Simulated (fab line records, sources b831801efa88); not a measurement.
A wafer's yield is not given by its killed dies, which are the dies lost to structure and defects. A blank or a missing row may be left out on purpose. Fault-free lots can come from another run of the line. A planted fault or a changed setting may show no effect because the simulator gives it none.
A sampling plan put to the test -- flow sky130 -- each of the 39 faults these records tell of, on one fab line, judged from the records of the lots it struck
Plan = the line's own looks (route steps where a gauge or an inspection reads the wafer without altering it). A look is open to judgement when struck wafers have a number at it and the file gives its usual mean and standard deviation on fault-free wafers. Caught: at a look after the fault's first step, the mean of the struck wafers lies 4 or more of those standard deviations (sigma) from the usual mean. On the tool: the identical test, applied to the tool's own readings at the steps of the fault. Also counted as caught: the struck wafers showing another recipe, or a record that is empty for them alone.

## THE FAULTS, as the simulator had put them in
1. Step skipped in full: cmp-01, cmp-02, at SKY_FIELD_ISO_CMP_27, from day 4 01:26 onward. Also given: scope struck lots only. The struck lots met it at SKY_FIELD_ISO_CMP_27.
2. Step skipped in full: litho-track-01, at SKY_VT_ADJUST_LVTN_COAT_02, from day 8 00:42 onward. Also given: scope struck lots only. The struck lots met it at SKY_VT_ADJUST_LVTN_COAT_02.
3. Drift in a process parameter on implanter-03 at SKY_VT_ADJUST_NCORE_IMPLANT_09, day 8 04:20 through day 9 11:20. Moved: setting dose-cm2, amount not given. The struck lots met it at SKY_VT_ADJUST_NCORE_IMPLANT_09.
4. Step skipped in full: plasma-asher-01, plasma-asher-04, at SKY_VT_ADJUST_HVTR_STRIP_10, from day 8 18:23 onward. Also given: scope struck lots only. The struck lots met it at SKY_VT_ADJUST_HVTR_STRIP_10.
5. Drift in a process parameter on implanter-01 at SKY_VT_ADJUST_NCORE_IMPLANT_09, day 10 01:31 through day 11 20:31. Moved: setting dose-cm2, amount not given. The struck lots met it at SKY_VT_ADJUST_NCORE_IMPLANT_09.
6. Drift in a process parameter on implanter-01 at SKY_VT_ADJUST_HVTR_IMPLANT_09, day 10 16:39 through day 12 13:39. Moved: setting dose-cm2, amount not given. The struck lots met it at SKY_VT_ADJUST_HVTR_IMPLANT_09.
7. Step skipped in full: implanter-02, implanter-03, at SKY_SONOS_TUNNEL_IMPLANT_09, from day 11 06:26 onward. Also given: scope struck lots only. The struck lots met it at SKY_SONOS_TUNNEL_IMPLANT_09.
8. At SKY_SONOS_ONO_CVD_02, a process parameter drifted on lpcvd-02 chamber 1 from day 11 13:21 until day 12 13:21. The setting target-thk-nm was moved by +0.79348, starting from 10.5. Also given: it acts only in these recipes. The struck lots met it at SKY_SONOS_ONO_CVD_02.
9. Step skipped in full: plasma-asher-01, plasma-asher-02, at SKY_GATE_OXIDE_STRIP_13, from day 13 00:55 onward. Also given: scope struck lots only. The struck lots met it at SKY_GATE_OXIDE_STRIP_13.
10. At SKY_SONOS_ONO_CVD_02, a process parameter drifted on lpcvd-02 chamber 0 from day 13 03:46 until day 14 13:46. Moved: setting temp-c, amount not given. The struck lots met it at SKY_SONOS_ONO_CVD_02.
11. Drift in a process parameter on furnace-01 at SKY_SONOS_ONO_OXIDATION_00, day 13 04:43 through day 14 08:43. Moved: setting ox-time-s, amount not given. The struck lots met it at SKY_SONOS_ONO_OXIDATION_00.
12. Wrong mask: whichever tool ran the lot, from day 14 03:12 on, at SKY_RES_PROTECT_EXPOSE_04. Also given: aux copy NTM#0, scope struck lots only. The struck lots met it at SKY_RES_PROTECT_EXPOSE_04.
13. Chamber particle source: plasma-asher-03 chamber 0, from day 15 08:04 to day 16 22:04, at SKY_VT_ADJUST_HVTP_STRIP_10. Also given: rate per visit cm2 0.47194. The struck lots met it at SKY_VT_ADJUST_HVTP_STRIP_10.
14. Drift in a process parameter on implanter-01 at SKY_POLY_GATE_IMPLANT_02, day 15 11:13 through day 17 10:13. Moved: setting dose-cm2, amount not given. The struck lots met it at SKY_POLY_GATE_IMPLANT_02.
15. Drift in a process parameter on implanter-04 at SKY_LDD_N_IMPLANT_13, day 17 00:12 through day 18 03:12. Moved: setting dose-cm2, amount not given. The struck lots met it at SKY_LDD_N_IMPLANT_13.
16. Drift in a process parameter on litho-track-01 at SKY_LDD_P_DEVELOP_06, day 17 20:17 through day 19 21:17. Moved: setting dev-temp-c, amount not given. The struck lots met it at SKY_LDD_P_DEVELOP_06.
17. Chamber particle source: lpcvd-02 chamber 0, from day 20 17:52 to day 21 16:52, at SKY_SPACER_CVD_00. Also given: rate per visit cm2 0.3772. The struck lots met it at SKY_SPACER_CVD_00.
18. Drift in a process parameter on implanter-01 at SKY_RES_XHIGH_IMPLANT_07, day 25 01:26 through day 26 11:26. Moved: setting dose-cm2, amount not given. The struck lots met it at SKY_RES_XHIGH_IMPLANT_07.
19. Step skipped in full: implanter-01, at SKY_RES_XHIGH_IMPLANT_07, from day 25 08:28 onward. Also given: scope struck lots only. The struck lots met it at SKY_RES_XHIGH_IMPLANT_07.
20. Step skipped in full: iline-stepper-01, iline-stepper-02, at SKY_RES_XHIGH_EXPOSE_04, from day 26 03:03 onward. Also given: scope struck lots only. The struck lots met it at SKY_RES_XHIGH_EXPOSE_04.
21. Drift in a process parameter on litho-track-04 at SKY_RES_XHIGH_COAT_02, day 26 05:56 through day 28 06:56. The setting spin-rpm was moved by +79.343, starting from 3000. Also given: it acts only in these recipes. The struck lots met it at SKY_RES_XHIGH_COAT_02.
22. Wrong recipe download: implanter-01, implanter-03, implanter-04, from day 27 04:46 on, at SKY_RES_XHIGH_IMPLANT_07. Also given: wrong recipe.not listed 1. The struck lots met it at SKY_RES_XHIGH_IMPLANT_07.
23. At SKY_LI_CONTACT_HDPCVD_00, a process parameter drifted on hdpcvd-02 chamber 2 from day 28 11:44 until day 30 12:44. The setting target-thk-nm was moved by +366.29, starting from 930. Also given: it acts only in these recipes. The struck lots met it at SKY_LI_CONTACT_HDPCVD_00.
24. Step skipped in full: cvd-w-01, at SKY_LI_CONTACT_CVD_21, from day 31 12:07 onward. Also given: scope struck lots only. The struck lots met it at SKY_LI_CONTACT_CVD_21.
25. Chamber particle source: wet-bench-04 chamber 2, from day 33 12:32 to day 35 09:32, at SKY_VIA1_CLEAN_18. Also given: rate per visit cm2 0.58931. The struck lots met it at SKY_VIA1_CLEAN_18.
26. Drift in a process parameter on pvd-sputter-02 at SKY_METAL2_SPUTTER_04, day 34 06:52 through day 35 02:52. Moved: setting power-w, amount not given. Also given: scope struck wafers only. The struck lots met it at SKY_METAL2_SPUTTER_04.
27. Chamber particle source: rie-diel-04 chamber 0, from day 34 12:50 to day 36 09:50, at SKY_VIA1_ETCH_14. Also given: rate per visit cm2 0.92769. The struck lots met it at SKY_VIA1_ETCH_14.
28. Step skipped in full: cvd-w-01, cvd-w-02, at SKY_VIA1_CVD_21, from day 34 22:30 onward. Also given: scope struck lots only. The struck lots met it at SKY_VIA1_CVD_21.
29. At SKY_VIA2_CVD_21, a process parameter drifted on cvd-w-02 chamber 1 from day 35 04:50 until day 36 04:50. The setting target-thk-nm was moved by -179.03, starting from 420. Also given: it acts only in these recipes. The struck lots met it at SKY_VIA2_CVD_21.
30. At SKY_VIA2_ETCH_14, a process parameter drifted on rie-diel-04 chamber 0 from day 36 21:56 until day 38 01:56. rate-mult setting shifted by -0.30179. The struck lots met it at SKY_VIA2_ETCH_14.
31. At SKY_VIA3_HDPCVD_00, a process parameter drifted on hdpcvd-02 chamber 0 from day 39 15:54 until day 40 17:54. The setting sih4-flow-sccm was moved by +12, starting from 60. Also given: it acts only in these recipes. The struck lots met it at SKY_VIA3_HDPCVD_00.
32. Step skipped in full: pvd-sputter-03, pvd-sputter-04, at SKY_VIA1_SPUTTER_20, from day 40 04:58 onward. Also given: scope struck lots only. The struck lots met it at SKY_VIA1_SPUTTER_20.
33. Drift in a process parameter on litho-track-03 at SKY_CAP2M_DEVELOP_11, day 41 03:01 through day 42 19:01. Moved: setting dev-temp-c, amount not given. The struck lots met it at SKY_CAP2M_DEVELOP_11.
34. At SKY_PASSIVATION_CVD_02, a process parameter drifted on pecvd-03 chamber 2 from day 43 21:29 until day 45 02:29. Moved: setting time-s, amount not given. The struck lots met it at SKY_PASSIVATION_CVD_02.
35. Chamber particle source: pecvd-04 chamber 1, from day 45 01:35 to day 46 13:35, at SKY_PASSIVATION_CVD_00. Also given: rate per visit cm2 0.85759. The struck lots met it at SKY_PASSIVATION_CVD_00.
36. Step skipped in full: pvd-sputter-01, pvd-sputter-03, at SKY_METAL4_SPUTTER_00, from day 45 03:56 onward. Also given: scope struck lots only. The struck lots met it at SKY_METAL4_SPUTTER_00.
37. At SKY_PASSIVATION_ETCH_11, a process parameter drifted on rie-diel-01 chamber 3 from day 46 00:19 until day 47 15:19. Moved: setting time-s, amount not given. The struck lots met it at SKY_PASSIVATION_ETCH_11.
38. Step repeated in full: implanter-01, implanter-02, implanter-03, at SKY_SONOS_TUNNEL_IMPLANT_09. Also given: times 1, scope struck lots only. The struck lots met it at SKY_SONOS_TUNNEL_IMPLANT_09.
39. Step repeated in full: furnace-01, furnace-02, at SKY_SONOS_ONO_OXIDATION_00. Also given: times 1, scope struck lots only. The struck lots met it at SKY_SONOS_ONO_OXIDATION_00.

## WHAT THE PLAN SAW
fault,on the tool itself,first look that catches it,"reading, sigma",median hours from its first step to that look,hours from the fault's start to the first struck lot there,judged looks passed uncaught
1,the tool's record is blank for the struck wafers,no look after it can be judged,-,-,-,0
2,the tool's record is blank for the struck wafers,SKY_VT_ADJUST_LVTN_TW_MEAS_21,VT_ADJUST_LVTN_2_TW +38,15.5,17,0
3,dose-ions-cm2 +99 or beyond sigma,SKY_VT_ADJUST_NCORE_TW_MEAS_11,VT_ADJUST_NCORE_TW +12,0.2,2,0
4,the tool's record is blank for the struck wafers,SKY_VT_ADJUST_PCH_TW_MEAS_10,VT_ADJUST_PCH_TW -99 or beyond,21.9,23,0
5,dose-ions-cm2 +62 sigma,no look after it can be judged,-,-,-,0
6,dose-ions-cm2 +99 or beyond sigma,SKY_VT_ADJUST_HVTR_TW_MEAS_11,VT_ADJUST_HVTR_TW +9.5,0.2,3,0
7,the tool's record is blank for the struck wafers,SKY_SONOS_TUNNEL_TW_MEAS_12,SONOS_TUNNEL_TW -87,0.4,6,0
8,under 2 sigma,SKY_SONOS_ONO_THK_MEAS_03,SONOS_ONO_CVD_02_THK +7.6,1.1,5,0
9,the tool's record is blank for the struck wafers,no look after it can be judged,-,-,-,0
10,spike-tc-centre-C -13 sigma,SKY_SONOS_ONO_THK_MEAS_03,SONOS_ONO_CVD_02_THK -17,1.1,22,0
11,no reading that can be judged,SKY_SONOS_ONO_THK_MEAS_01,SONOS_ONO_OXIDATION_THK +6.6,1.3,13,0
12,no reading that can be judged,SKY_RES_PROTECT_TW_MEAS_08,POLY_GATE_TW -99 or beyond,12.4,18,0
13,under 2 sigma,not the one look that can be judged after it,-,-,-,1
14,dose-ions-cm2 -99 or beyond sigma,none of the 2 looks that can be judged after it,-,-,-,2
15,dose-ions-cm2 +99 or beyond sigma,no look after it can be judged,-,-,-,0
16,developer-temp-C +19 sigma,none of the 2 looks that can be judged after it,"strongest: cd-nm at SKY_LDD_P_CD_MEAS_07, -3.0",-,-,2
17,under 2 sigma,no look after it can be judged,-,-,-,0
18,dose-ions-cm2 -99 or beyond sigma,SKY_RES_XHIGH_TW_MEAS_09,RES_XHIGH_TW -99 or beyond,0.5,13,0
19,the tool's record is blank for the struck wafers,SKY_RES_XHIGH_TW_MEAS_09,RES_XHIGH_TW -99 or beyond,0.5,6,0
20,no reading that can be judged,SKY_RES_XHIGH_TW_MEAS_09,RES_XHIGH_TW -99 or beyond,14.7,15,0
21,spin-speed-rpm +47 sigma,no look after it can be judged,-,-,-,0
22,under 2 sigma,SKY_RES_XHIGH_TW_MEAS_09,RES_XHIGH_TW -75,0.2,4,0
23,no reading that can be judged,SKY_LI_CONTACT_THK_MEAS_01,LI_CONTACT_HDPCVD_THK +44,0.1,11,0
24,the tool's record is blank for the struck wafers,SKY_LI_CONTACT_RS_MEAS_22,LI_CONTACT_W_RS +99 or beyond,0.1,3,0
25,no reading that can be judged,not the one look that can be judged after it,-,-,-,1
26,cathode-dc-power-W +99 or beyond sigma,SKY_METAL2_THK_MEAS_06,METAL2_ALCU_THK -6.3,4.7,9,1
27,under 2 sigma,none of the 2 looks that can be judged after it,-,-,-,2
28,the tool's record is blank for the struck wafers,SKY_VIA1_RS_MEAS_22,VIA1_W_RS +99 or beyond,0.1,4,0
29,under 2 sigma,SKY_VIA2_RS_MEAS_22,VIA2_W_RS +64,0.2,19,0
30,oes-product-au -5.9 sigma,no look after it can be judged,-,-,-,0
31,sih4-flow-sccm +67 sigma,SKY_VIA3_THK_MEAS_01,VIA3_HDPCVD_THK +21,0.2,6,0
32,the tool's record is blank for the struck wafers,no look after it can be judged,-,-,-,0
33,developer-temp-C +24 sigma,not the one look that can be judged after it,-,-,-,1
34,under 2 sigma,SKY_PASSIVATION_THK_MEAS_03,PASSIVATION_CVD_02_THK +15,0.3,5,0
35,under 2 sigma,no look after it can be judged,-,-,-,0
36,the tool's record is blank for the struck wafers,no look after it can be judged,-,-,-,0
37,run-length-s -22 sigma,no look after it can be judged,-,-,-,0
38,no reading that can be judged,SKY_SONOS_TUNNEL_TW_MEAS_12,SONOS_TUNNEL_TW +22,0.7,-,0
39,under 2 sigma,SKY_SONOS_ONO_THK_MEAS_01,SONOS_ONO_OXIDATION_THK +30,4.0,-,0
A dash: the fault isn't caught, or these records don't give the number.

Caught at a look: 22 of 39. Caught on the tool: 24 of 39. By one or the other: 34 of 39.
Caught on the tool alone: faults 1, 5, 9, 14, 15, 16, 21, 30, 32, 33, 36, 37.
Caught at a look alone: faults 8, 11, 12, 20, 22, 23, 29, 34, 38, 39.
Caught by neither: faults 13, 17, 25, 27, 35.

## THINNER SAMPLING
In the worst case, this is how late the first struck lot would be measured if the look that catches a fault measured only every second or every third lot, by lot number:
fault,"struck lots at that look, in order of time",every lot,every second lot,every third lot
2,"L341, L342, L343",17 h,20 h,24 h
3,"L166, L172",2 h,may miss all 2,may miss all 2
4,"L873, L874",23 h,27 h,may miss all 2
6,"L336, L338",3 h,may miss all 2,may miss all 2
7,"L204, L205",6 h,9 h,may miss all 2
8,L441,5 h,may miss it,may miss it
10,L723,22 h,may miss it,may miss it
11,"L305, L306",13 h,18 h,may miss all 2
12,L469,18 h,may miss it,may miss it
18,"L673, L672",13 h,15 h,may miss all 2
19,"L456, L455",6 h,8 h,may miss all 2
20,"L717, L719, L720",15 h,30 h,may miss all 3
22,"L548, L549, L550, L551",4 h,12 h,14 h
23,"L622, L623",11 h,13 h,may miss all 2
24,"L540, L541, L542",3 h,197 h,199 h
26,"L955, L956",9 h,15 h,may miss all 2
28,"L159, L160, L161",4 h,6 h,16 h
29,L857,19 h,may miss it,may miss it
31,"L737, L739",6 h,may miss all 2,may miss all 2
34,"L456, L459",5 h,12 h,may miss all 2
Hours count from the start of the fault until the first struck lot that is measured. Since the struck wafers were tested as one group against 4 sigma, a single lot by itself may lie under the limit. Other struck lots may not be in these records.

## THE LONGEST TIMED WAY FROM STEP TO LOOK
Fault 4: the median time between SKY_VT_ADJUST_HVTR_STRIP_10 and SKY_VT_ADJUST_PCH_TW_MEAS_10 is 21.9 hours. No look between them can be judged.
